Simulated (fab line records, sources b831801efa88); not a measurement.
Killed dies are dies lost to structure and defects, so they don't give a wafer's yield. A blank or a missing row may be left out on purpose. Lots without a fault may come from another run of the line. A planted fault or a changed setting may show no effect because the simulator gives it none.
Chamber matching | flow gf180mcu | GF_V5_CVD_02 on pecvd-02: 3 sister chambers
The step deposits SiO2 from TEOS, target thk 1450 nm, time 163.28 s. 24 wafers are shown with their chamber, then 12 later ones without.

WAFERS WITH THEIR CHAMBER
wafer  | chamber | heater_power_w (W)
L076.1 | 1       | 686
L076.3 | 2       | 513
L076.5 | 1       | 532
L077.4 | 1       | 553
L077.5 | 2       | 456
L077.6 | 0       | 579
L078.2 | 0       | 574
L078.5 | 2       | 523
L078.6 | 1       | 535
L079.1 | 1       | 591
L079.4 | 0       | 539
L079.5 | 2       | 439
L082.3 | 0       | 542
L082.5 | 2       | 560
L082.6 | 0       | 445
L085.2 | 2       | 462
L085.3 | 1       | 594
L085.4 | 2       | 533
L084.1 | 0       | 547
L084.2 | 2       | 564
L084.3 | 1       | 676
L084.4 | 2       | 446
L084.5 | 0       | 458
L084.6 | 1       | 557

SIGNATURES (means of the wafers above)
reading        | chamber 0 | chamber 1 | chamber 2 | scatter within a chamber
heater_power_w | 526.29    | 590.50    | 499.56    | 54.4
Rule: a wafer's distance from a chamber is the root of the sum, over the readings, of the square of ((its reading less the chamber's mean) divided by the reading's scatter). The wafer belongs to the nearest chamber; if the next one is less than 2 further off, it can't be placed. The scatter: the root of (the sum of the squares of (reading less its chamber's mean) over the shown wafers, divided by (wafers less chambers)).

WAFERS WITHOUT THEIR CHAMBER
wafer  | heater_power_w (W)
L090.1 | 533
L090.2 | 603
L090.3 | 589
L093.1 | 505
L093.2 | 491
L093.3 | 570
L093.4 | 546
L093.5 | 447
L093.6 | 432
L094.1 | 508
L094.4 | 561
L094.6 | 442

WHICH CHAMBER EACH WENT THROUGH
wafer  | from the rows above          | in truth
L090.1 | can't be placed: 0 or 2 or 1 | 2
L090.2 | can't be placed: 1 or 0 or 2 | 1
L090.3 | can't be placed: 1 or 0 or 2 | 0
L093.1 | can't be placed: 2 or 0 or 1 | 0
L093.2 | can't be placed: 2 or 0 or 1 | 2
L093.3 | can't be placed: 1 or 0 or 2 | 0
L093.4 | can't be placed: 0 or 1 or 2 | 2
L093.5 | can't be placed: 2 or 0 or 1 | 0
L093.6 | can't be placed: 2 or 0 or 1 | 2
L094.1 | can't be placed: 2 or 0 or 1 | 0
L094.4 | can't be placed: 1 or 0 or 2 | 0
L094.6 | can't be placed: 2 or 0 or 1 | 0
Placed correctly: 0 of 12. Can't be placed from these rows: 12 (the true chamber is among the candidates in 12). Placed wrongly: 0.
